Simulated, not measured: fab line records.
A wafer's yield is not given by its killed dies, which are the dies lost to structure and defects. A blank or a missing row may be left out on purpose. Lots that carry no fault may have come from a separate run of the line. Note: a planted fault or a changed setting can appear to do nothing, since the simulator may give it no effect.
Code-filled problem report in 8D (eight disciplines) form / flow sky130 / the parts of the form that need people (team, actions taken, sign-off) are left out

## 1. THE PROBLEM
On 2 wafers of 1 lot, killed_at_other at SKY_PAD_OPEN_PROBE_99 has a mean of 49.5; fault-free wafers read 0.3, standard deviation 0.58. That puts it +85 standard deviations away from the usual mean.
The first sign was on wafer L995.1 at day 47 03:04, on prober-02. The record has a number at this step for 36 wafers belonging to 12 lots. By rule, "out" or "out of limits" means more than 4 standard deviations away from the usual mean. The rest of the wafers with a number are treated as sound.

## 2. WHAT IT IS, AND WHAT IT ISN'T
question=which readings at this step | is=killed_at_other, defect_limited_yield, killed_dies, sort_bin_5_function, sort_n_pass, sort_yield_pct | is not=killed_at_M0_to_M3, killed_at_M4_up, killed_at_contacts, killed_at_front_end, killed_on_rim, killed_open, killed_short, sort_bin_6_memory
question=which lots | is=L995 | is not=L102, L103, L104, L106, L107, L108, L111, L113, L991, L992, L993
question=which wafers of those lots | is=L995.1, L995.5 | is not=L995.6
question=read on which tools | is=prober-02 | is not=prober-01
question=when | is=from day 47 03:04 | is not=up to then (9 sound wafers); but 25 sound wafers of L102, L103, L104, L106, L107, L108, L111, L113, L995 came after

## 3. THE SUSPECTS, EACH WITH WHAT RULES IT OUT
Counting: if a tool at a process step up to the reading ran every lot that is out, it stays a suspect. Sound lots after the first of them don't rule it out here, since some wafers of a struck lot are sound.
- pvd_sputter-03 at SKY_VIA3_SPUTTER_20 (material TiN, target thk 20 nm, time 80 s): kept. L995, the lot that is out, went through it at day 41 10:43; up to then, the latest sound lot through it was L993 at day 40 07:41.
- pvd_sputter-01 at SKY_CAP2M_SPUTTER_02 (material TiN, target thk 200 nm, time 166.7 s): kept. L995, the lot that is out, went through it at day 41 11:37; up to then, the latest sound lot through it was L993 at day 40 08:35.
- rie_metal-04 at SKY_METAL4_DESCUM_15 (chemistry O2, time 8 s): kept. L995, the lot that is out, went through it at day 43 09:35; up to then, the latest sound lot through it was L993 at day 42 08:10.
- prober-02 at SKY_PAD_OPEN_PROBE_99: kept. L995, the lot that is out, went through it at day 47 03:04; up to then, the latest sound lot through it was L993 at day 46 05:56. Its own defect_limited_yield, killed_at_other, killed_dies, sort_bin_5_function, sort_n_pass, sort_yield_pct readings are out on those wafers.
Left after counting: pvd_sputter-03 at SKY_VIA3_SPUTTER_20, pvd_sputter-01 at SKY_CAP2M_SPUTTER_02, rie_metal-04 at SKY_METAL4_DESCUM_15, prober-02 at SKY_PAD_OPEN_PROBE_99.

## 4. THE CAUSE (what the simulator had put in)
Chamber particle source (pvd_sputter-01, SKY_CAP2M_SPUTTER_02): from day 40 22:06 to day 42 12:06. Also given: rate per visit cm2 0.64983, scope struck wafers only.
Counting left 4 suspects, and this tool is among them.

## 5. SEQUENCE OF EFFECTS, ordered by route
One row per reading whose mean, taken over the struck wafers that have a number, lies over 3 standard deviations from the usual. Readings are gone through only where the record gives a usual standard deviation; hours: the median, over the lots, of the time from a lot's start at the first step in this table giving one to that lot's start at this step; sigmas: the change measured in usual standard deviations.
hours=0; step=SKY_PAD_OPEN_PROBE_99; reading=defect_limited_yield; usual=82.5 %; on struck wafers=71.7; change=-10.8; sigmas=-6.0
hours=0; step=SKY_PAD_OPEN_PROBE_99; reading=killed_at_other; usual=0.3; on struck wafers=49.5; change=+49.2; sigmas=+85
hours=0; step=SKY_PAD_OPEN_PROBE_99; reading=killed_dies; usual=86; on struck wafers=140; change=+54; sigmas=+6.2
hours=0; step=SKY_PAD_OPEN_PROBE_99; reading=sort_bin_3_pad_short; usual=0.8 %; on struck wafers=2.3; change=+1.5; sigmas=+3.9
hours=0; step=SKY_PAD_OPEN_PROBE_99; reading=sort_bin_5_function; usual=10.4 %; on struck wafers=18.1; change=+7.7; sigmas=+5.9
hours=0; step=SKY_PAD_OPEN_PROBE_99; reading=sort_n_pass; usual=406; on struck wafers=352; change=-54; sigmas=-6.2
hours=0; step=SKY_PAD_OPEN_PROBE_99; reading=sort_yield_pct; usual=82.5 %; on struck wafers=71.7; change=-10.8; sigmas=-6.0
The process steps in it:
- SKY_PAD_OPEN_PROBE_99

## 6. HOW IT WOULD HAVE BEEN CAUGHT EARLIER
The fault began at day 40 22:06; the first out-of-limits reading in this record came at day 47 03:04, 149 hours later.
No tool reading at SKY_CAP2M_SPUTTER_02 that has a usual standard deviation in the record was out on any struck wafer, so an alarm limit of 4 standard deviations on those readings would not have fired.
The start of SKY_CAP2M_SPUTTER_02 on pvd_sputter-01 came by day 47 03:04 for every one of the lots that are out (1). Holding the tool at that point would not have protected any of them.
